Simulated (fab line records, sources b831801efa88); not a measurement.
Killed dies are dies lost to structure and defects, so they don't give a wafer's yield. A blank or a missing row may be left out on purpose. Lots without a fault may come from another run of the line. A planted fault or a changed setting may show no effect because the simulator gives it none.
fab line records | flow gf180mcu | part 2 of 2: steps 31 to 41 of 41
record lots=5 wafers=15 last_day=33
route steps=602 shown NWELL@52 LVPWELL@54 MVSD@66 MVPSD@78 VT_IMPLANT@90
lots that met no fault: from a run of the same line without faults
start_h: hours from the record's first day to the start of the lot's first wafer shown | wait_h: hours since the lot's step before | " the same as in the row above | L1.1+2: a row that stands for several wafers | - no value, or no start given | * or withheld: withheld | < > ~ a bound
route shown NAME@n: a module of which the file shows steps, and the number in the route of the first | usual: mean/standard deviation of fault-free wafers | same: alike in all rows | chamber/n: place in a boat | sites: the reading at each site | _std_site: their standard deviation | _edge_site: outer sites' mean less inner sites' | radius_mm: how far each site lies from the wafer's centre | mask NAME#n: copy n | behind: the tool/chamber that last shaped the wafer | hold: why the lot was held/for how many hours/how that ended | device: the transistor (n, p or np) that didn't switch | end of line: the same wafers' tests at the end of the route | a step without rows: its recipe alone | killed: dies lost to structure and defects at the first sort, not the wafer's yield | map: a wafer's dies, x killed, . not, _ none there
set.NAME: the setting as run; set.NAME@STEP: as run at that earlier step | model.NAME: the simulator's own value behind a step, which no gauge read
lots at some steps of the route; a table a step, a row a wafer
services: from which hour (start_h, from the record's first day; less than 0 if before it) a tool's chamber was out of use, for how many hours, and why
## steps
# step GF_MVPSD_EXPOSE_04
# recipe mask_id=MVPSD target_cd_nm=1000 na=0.6 source_shape=conventional sigma_outer=0.6 dose_mj=260
# usual exposure_dose_mJ_cm2=259.93/0.26 focus_offset_nm=0.0/0.55
# columns lot.wafer tool chamber start_h wait_h mask exposure_dose_mJ_cm2 focus_offset_nm
L074.1 iline_stepper-01 0 - - MVPSD#0 260.43 0.8
L074.5 " 0 " " MVPSD#0 259.97 0.3
L074.6 " 0 " " MVPSD#0 260.23 0.3
L079.1 iline_stepper-01 0 - - MVPSD#0 260.23 0.2
L079.2 " 0 " " MVPSD#0 259.84 0.4
L079.6 " 0 " " MVPSD#0 260.08 1.0
L081.2 iline_stepper-01 0 - - MVPSD#0 260.22 -0.2
L081.4 " 0 " " MVPSD#0 260.28 -0.7
L081.5 " 0 " " MVPSD#0 260.40 -1.3
L085.1 iline_stepper-01 0 - - MVPSD#0 259.71 -0.9
L085.2 " 0 " " MVPSD#0 259.67 0.6
L085.3 " 0 " " MVPSD#0 259.61 -0.5
L092.2 iline_stepper-01 0 - - MVPSD#0 259.67 -1.0
L092.5 " 0 " " MVPSD#0 259.87 -0.2
L092.6 " 0 " " MVPSD#0 260.04 0.0
# step GF_MVPSD_PEB_05
# recipe temp_c=115 time_s=withheld
# columns lot.wafer tool chamber start_h wait_h
L074.1+5+6 litho_track-03 0 - -
L079.1+2+6 litho_track-03 0 - -
L081.2+4+5 litho_track-01 0 - -
L085.1+2+3 litho_track-03 0 - -
L092.2+5+6 litho_track-03 0 - -
# step GF_MVPSD_DEVELOP_06
# recipe wall_angle_deg=90 develop_time_s=60 dev_temp_c=23
# columns lot.wafer tool chamber start_h wait_h
L074.1+5+6 litho_track-03 0 - -
L079.1+2+6 litho_track-03 0 - -
L081.2+4+5 litho_track-01 0 - -
L085.1+2+3 litho_track-03 0 - -
L092.2+5+6 litho_track-03 0 - -
# step GF_MVPSD_OVL_MEAS_07
# usual MVPSD_OVL=1.0/1.5
# columns lot.wafer tool chamber start_h wait_h MVPSD_OVL[nm]
L074.1 overlay-01 - 99.67 - 1.8
L074.5 " - " " 1.2
L074.6 " - " " 0.2
L079.1 overlay-01 - 129.27 - 2.0
L079.2 " - " " 0.4
L079.6 " - " " 1.8
L081.2 overlay-01 - 143.25 - -0.3
L081.4 " - " " -0.3
L081.5 " - " " 0.7
L085.1 overlay-01 - 163.77 - 2.1
L085.2 " - " " 0.5
L085.3 " - " " 1.7
L092.2 overlay-02 - 203.37 - -1.5
L092.5 " - " " 0.8
L092.6 " - " " -0.8
# step GF_MVPSD_IMPLANT_08
# recipe species=B energy_kev=170 dose_cm2=1.5e+13 tilt_deg=0
# usual dose_ions_cm2=1.4999e+13/1.6e+10 tilt_deg=-0.002/0.02
# columns lot.wafer tool chamber start_h wait_h dose_ions_cm2 tilt_deg
L074.1 implanter-03 0 99.70 0.0 1.4998e+13 -0.016
L074.5 " 0 " " 1.4984e+13 -0.009
L074.6 " 0 " " 1.4988e+13 0.002
L079.1 implanter-01 0 129.30 0.0 1.4995e+13 -0.012
L079.2 " 0 " " 1.5006e+13 0.009
L079.6 " 0 " " 1.4975e+13 -0.007
L081.2 implanter-01 0 143.31 0.0 1.5015e+13 0.012
L081.4 " 0 " " 1.5e+13 -0.020
L081.5 " 0 " " 1.5002e+13 0.023
L085.1 implanter-01 0 163.80 0.0 1.5011e+13 0.005
L085.2 " 0 " " 1.498e+13 -0.013
L085.3 " 0 " " 1.4992e+13 -0.009
L092.2 implanter-04 0 203.43 0.0 1.4985e+13 -0.029
L092.5 " 0 " " 1.4976e+13 -0.051
L092.6 " 0 " " 1.4987e+13 -0.045
# step GF_MVPSD_IMPLANT_09
# recipe species=B energy_kev=40 dose_cm2=5e+12 tilt_deg=0
# usual dose_ions_cm2=4.999e+12/5e+09 tilt_deg=0.003/0.019
# columns lot.wafer tool chamber start_h wait_h dose_ions_cm2 tilt_deg
L074.1 implanter-03 0 99.85 0.1 5e+12 0.016
L074.5 " 0 " " 5.003e+12 -0.008
L074.6 " 0 " " 4.999e+12 -0.002
L079.1 implanter-01 0 129.45 0.1 4.996e+12 0.020
L079.2 " 0 " " 4.998e+12 0.006
L079.6 " 0 " " 5.003e+12 0.014
L081.2 implanter-01 0 143.46 0.1 4.999e+12 0.032
L081.4 " 0 " " 5.001e+12 0.020
L081.5 " 0 " " 4.991e+12 -0.018
L085.1 implanter-01 0 163.95 0.1 5.001e+12 0.021
L085.2 " 0 " " 5.009e+12 0.019
L085.3 " 0 " " 5.005e+12 0.013
L092.2 implanter-04 0 203.58 0.1 5.001e+12 -0.002
L092.5 " 0 " " 5e+12 -0.039
L092.6 " 0 " " 5.007e+12 0.000
# step GF_MVPSD_STRIP_10
# recipe chemistry=O2/N2 power_w=1400 pressure_mtorr=1500 platen_temp_c=250 o2_flow_sccm=3000 n2_flow_sccm=300 overash_fraction=0.5
# usual drypump_motor_current_A=5.6/0.56 heater_power_w=324/40 oes_product_au=0.722/0.0045 strip_time_to_endpoint_s=36.96/0.1
# columns lot.wafer tool chamber start_h wait_h drypump_motor_current_A heater_power_w oes_product_au rf_hours_counter_h strip_time_to_endpoint_s
L074.1 plasma_asher-02 1 100.00 0.1 5.9 307 0.722 29 36.87
L074.5 " 1 " " 5.8 308 0.718 - 36.75
L074.6 " 0 " " 4.9 310 0.723 - 36.98
L079.1 plasma_asher-02 1 129.60 0.1 5.8 297 0.717 32 37.02
L079.2 " 0 " " 4.8 321 0.724 32 36.94
L079.6 " 0 " " 4.9 316 0.722 - 37.06
L081.2 plasma_asher-04 1 143.58 0.1 5.4 280 0.725 48 37.10
L081.4 " 1 " " 5.4 272 0.719 - 37.07
L081.5 " 1 " " 5.4 277 0.727 - 36.99
L085.1 plasma_asher-03 1 164.10 0.1 6.0 309 0.723 57 36.92
L085.2 " 0 " " 5.2 405 0.725 57 36.91
L085.3 " 1 " " 6.0 305 0.718 - 37.00
L092.2 plasma_asher-03 0 203.70 0.1 5.1 408 0.724 62 36.95
L092.5 " 0 " " 5.1 403 0.723 - 36.98
L092.6 " 1 " " 6.0 307 0.724 - 36.90
# step GF_MVPSD_TW_MEAS_11
# usual MVPSD_TW=554/4.7
# columns lot.wafer tool chamber start_h wait_h MVPSD_TW
L074.1 film_metro-02 - 100.10 0.1 555
L074.5 " - " " 551
L074.6 " - " " 552
L079.1 film_metro-02 - 129.70 0.1 556
L079.2 " - " " 554
L079.6 " - " " 551
L081.2 film_metro-04 - 143.69 0.1 553
L081.4 " - " " 552
L081.5 " - " " 553
L085.1 film_metro-02 - 164.20 0.1 553
L085.2 " - " " 553
L085.3 " - " " 553
L092.2 film_metro-04 - 203.81 0.1 547
L092.5 " - " " 547
L092.6 " - " " 545
# step GF_VT_IMPLANT_DEHYDRATE_00
# recipe temp_c=200 time_s=60
# same time_s=60
# columns lot.wafer tool chamber start_h wait_h
L074.1+5+6 litho_track-04 0 107.07 7.0
L079.1+2+6 litho_track-02 0 136.88 7.2
L081.2+4+5 litho_track-02 0 151.41 7.7
L085.1+2+3 litho_track-03 0 171.37 7.2
L092.2+5+6 litho_track-02 0 212.26 8.4
# step GF_VT_IMPLANT_HMDS_01
# recipe prime_time_s=60 prime_temp_c=120
# same prime_time_s=60
# columns lot.wafer tool chamber start_h wait_h
L074.1+5+6 litho_track-04 0 107.22 0.1
L079.1+2+6 litho_track-02 0 137.03 0.1
L081.2+4+5 litho_track-02 0 151.56 0.1
L085.1+2+3 litho_track-03 0 171.52 0.1
L092.2+5+6 litho_track-02 0 212.41 0.1
# step GF_VT_IMPLANT_COAT_02
# recipe resist=NOVOLAK spin_rpm=3000 resist_thk_nm=1000
# columns lot.wafer tool chamber start_h wait_h
L074.1+5+6 litho_track-04 0 107.37 0.1
L079.1+2+6 litho_track-02 0 137.18 0.1
L081.2+4+5 litho_track-02 0 151.71 0.1
L085.1+2+3 litho_track-03 0 171.67 0.1
L092.2+5+6 litho_track-02 0 212.56 0.1
## services
# columns tool chamber start_h hours kind
plasma_asher-02 - 43.43 2.8 pm
iline_stepper-02 - 44.57 1.7 pm
implanter-04 - 48.53 4.0 repair
iline_stepper-01 - 61.15 1.7 pm
implanter-04 - 75.17 0.9 repair
iline_stepper-01 - 78.23 3.1 repair
iline_stepper-01 - 82.02 1.1 repair
plasma_asher-01 - 84.58 2.3 repair
plasma_asher-01 - 92.04 2.8 pm
implanter-02 - 106.08 3.3 pm
plasma_asher-01 - 108.85 9.0 pm
plasma_asher-04 - 109.15 1.0 repair
plasma_asher-04 - 109.34 1.2 repair
implanter-02 - 111.58 3.2 repair
plasma_asher-02 - 117.52 1.1 repair
implanter-03 - 120.35 4.3 pm
iline_stepper-02 - 128.35 5.2 repair
implanter-04 - 131.86 5.0 pm
implanter-01 - 135.69 1.1 repair
implanter-02 - 177.89 0.7 repair
implanter-04 - 178.08 2.8 pm
plasma_asher-04 - 186.87 14.6 pm
plasma_asher-03 - 190.70 2.5 repair
plasma_asher-04 - 210.38 0.9 repair
